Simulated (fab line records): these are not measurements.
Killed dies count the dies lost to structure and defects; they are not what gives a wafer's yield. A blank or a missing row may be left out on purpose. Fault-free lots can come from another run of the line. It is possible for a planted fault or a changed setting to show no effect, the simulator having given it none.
A struck lot beside a sound one | flow sky130 | 15 steps out of a route of 708
Sound: these wafers, L743.3, L743.4, L743.5. Struck: wafers L748.2, L748.4, L748.5. The cause is given at the end.
Order at every step that has rows: each side's tool, ch and its chambers, its first start. Under that, the readings that differ: sound wafers | struck wafers | difference of the means | sigmas: that difference in standard deviations of wafers without a fault.
alike: words and numbers the same on both sides, and readings whose means are apart by under 2 such deviations; not compared: readings that were withheld, readings missing a value for some wafer, numbers with overlapping values and no deviation given by the record, and bounds like >300 which may hide the same value.
The two part at a step that has a row with sigmas, a row that says differs or no value, or rows on one side only. Numbers that have no deviation but don't overlap get no sigmas and don't part them. A reading that every wafer of one side lacks parts them only if that side has two wafers or more.

first, 4 steps without rows for these wafers: SKY_PWDE_SOFTBAKE_03; SKY_PWDE_EXPOSE_04 (exposes mask PWDEM, target cd 840 nm); SKY_PWDE_PEB_05; SKY_PWDE_DEVELOP_06 (develop time 60 s).
SKY_PWDE_OVL_MEAS_07:
  struck on overlay-02, day 5 00:50; sound on overlay-02, day 3 20:37
  alike: PWDE_OVL
following that, these wafers have no rows for 1 step: SKY_PWDE_IMPLANT_08.
SKY_PWDE_STRIP_09: strips in O2/N2.
  sound on plasma asher-03 ch 0,1, day 3 20:49; struck on plasma asher-03 ch 1, day 5 01:01
  alike: drypump motor current A, o2 flow sccm, oes product au, strip time to endpoint s
  not compared: rf hours counter h
SKY_PWDE_TW_MEAS_10:
  struck on film metro-03, day 5 01:08; sound on film metro-03, day 3 20:54
  alike: PWDE_TW
then, 4 steps without rows for these wafers: SKY_NWELL_DEHYDRATE_03 (time 60 s); SKY_NWELL_HMDS_04 (prime time 60 s); SKY_NWELL_COAT_05 (resist thk 3000 nm); SKY_NWELL_SOFTBAKE_06.
SKY_NWELL_EXPOSE_07: exposes mask NWM, target cd 840 nm.
  sound on iline stepper-02 ch 0, day 4 06:19; struck on iline stepper-01 ch 0, day 5 09:37
  reading | sound             | struck                     | difference | sigmas
  mask    | NWM#0 NWM#0 NWM#0 | NWM_R1#0 NWM_R1#0 NWM_R1#0 | differs    |
  alike: focus offset nm, stage vel mm s
following that, these wafers have no rows for 1 step: SKY_NWELL_PEB_08.
-- the record jumps here: 42 days lie between the struck wafers' starts before and after (it left off in module NWELL and takes up again in module PAD_OPEN, whose first step shown is number 708 of the route) --
SKY_PAD_OPEN_PROBE_99:
  struck on prober-01, day 47 15:24; sound on prober-02, day 46 00:16
  reading                                 | sound           | struck          | difference | sigmas
  model.etest.res nwell.width nm (nm)     | 834 837.9 838.7 | 793.8 792.9 800 | -41.3      |
  model.etest.res iso pwell.width nm (nm) | 2628 2639 2648  | 2675 2683 2665  | +36        |
  alike: killed_at_M0_to_M3, killed_at_M4_up, killed at contacts, killed at front end, killed at other, killed dies, killed open, killed short

== WHERE THEY PART ==
At SKY_NWELL_EXPOSE_07 and nowhere else, as far as this record goes. Later steps at which nothing parts them and some readings are alike: SKY_PAD_OPEN_PROBE_99.

WHY: whatever the simulator had introduced
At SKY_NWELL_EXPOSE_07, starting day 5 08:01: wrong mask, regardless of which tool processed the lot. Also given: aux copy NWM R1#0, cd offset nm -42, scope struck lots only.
